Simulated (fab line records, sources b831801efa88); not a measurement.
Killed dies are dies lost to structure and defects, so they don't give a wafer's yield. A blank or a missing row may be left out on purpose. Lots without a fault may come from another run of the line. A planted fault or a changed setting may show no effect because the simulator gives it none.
A struck lot beside a sound one | flow sky130 | 15 steps out of a route of 708
Sound: wafers L253.1, L253.3, L253.6. Struck: wafer L262.1. (L262.5 of the same lot was not struck and is left out.) The cause comes at the end.
At each step with rows: each side's tool, then ch and its chambers, then its first start. Under that, the readings that differ: sound wafers | struck wafers | difference of the means | sigmas: that difference in standard deviations of wafers without a fault.
alike: readings whose means differ by less than 2 such deviations, and words and numbers that are the same on both sides. not compared: withheld readings, readings that some wafer has no value for, bounds like >300 that may hide the same value, and numbers for which the record gives no deviation and whose values overlap.
The two part at a step that has a row with sigmas, a row that says differs or no value, or rows on one side only. Numbers that don't overlap but have no deviation are shown without sigmas and don't part them. A reading that every wafer of one side lacks parts them only if that side has two wafers or more.

SKY_VIA2_BOW_MEAS_03:
  sound on film_metro-02, day 35 15:10; struck on film_metro-04, day 39 07:52
  alike: VIA2_BOW
then, 8 steps without rows for these wafers: SKY_VIA2_DEHYDRATE_04 (time 60 s); SKY_VIA2_HMDS_05 (prime time 60 s); SKY_VIA2_COAT_06 (resist thk 60 nm); SKY_VIA2_COAT_07 (resist thk 450 nm); SKY_VIA2_SOFTBAKE_08 (time 90 s); SKY_VIA2_EXPOSE_09 (exposes mask VIM2, target cd 200 nm); SKY_VIA2_PEB_10; SKY_VIA2_DEVELOP_11 (develop time 60 s).
SKY_VIA2_CD_MEAS_12: target cd 200 nm.
  sound on cd_sem-02, day 36 17:07; struck on cd_sem-01, day 40 08:46
  alike: cd_nm
SKY_VIA2_OVL_MEAS_13:
  sound on overlay-01, day 36 17:14; struck on overlay-01, day 40 08:53
  alike: VIA2_OVL
SKY_VIA2_ETCH_14: etches BARC in N2/H2, stops on SiO2, time 45.9 s, target depth 60 nm.
  sound on rie_diel-04 ch 1,2,3, day 36 17:16; struck on rie_diel-04 ch 0, day 40 08:56
  reading                     | sound       | struck | difference | sigmas
  drypump_motor_current_A (A) | 6.6 5.6 5.7 | 4.9    | -1.1       | -2
  alike: oes_product_au, throttle_valve_pct
  not compared: rf_hours_counter_h
SKY_VIA2_ETCH_15: etches SiO2 in C4F8/O2/Ar, stops on TiN, target depth 546 nm, time 84 s.
  sound on rie_diel-04 ch 1,2,3, day 36 17:18; struck on rie_diel-04 ch 0, day 40 08:58
  reading                                     | sound             | struck | difference | sigmas
  model.KrF-thick_of_VIA2_COAT_07.thk_nm (nm) | 280.9 281.3 286.1 | 240.3  | -42.5      |
  model.TiN_of_METAL2_SPUTTER_04.thk_nm (nm)  | 69.68 69.36 69.63 | 62.78  | -6.78      |
  model.VIA2.feature_depth_nm (nm)            | 495.2 495.3 495.9 | 501    | +6         |
  alike: oes_product_au
  not compared: rf_hours_counter_h
SKY_VIA2_STRIP_16: strips in O2/N2.
  sound on plasma_asher-01 ch 0,1, day 36 17:22; struck on plasma_asher-02 ch 0, day 40 09:02
  reading                      | sound             | struck | difference | sigmas
  oes_product_au (a.u.)        | 0.391 0.395 0.407 | 0.378  | -0.020     | -4
  strip_time_to_endpoint_s (s) | 4.018 4.012 4.059 | 3.592  | -0.438     | -21
  alike: drypump_motor_current_A, o2_flow_sccm
  not compared: rf_hours_counter_h
then, 1 step without rows for these wafers: SKY_VIA2_STRIP_17 (strips in post etch residue remover, time 1200 s).

WHERE THEY PART
First at SKY_VIA2_ETCH_14; last, within this record, at SKY_VIA2_STRIP_16.

WHY: what the simulator had put in
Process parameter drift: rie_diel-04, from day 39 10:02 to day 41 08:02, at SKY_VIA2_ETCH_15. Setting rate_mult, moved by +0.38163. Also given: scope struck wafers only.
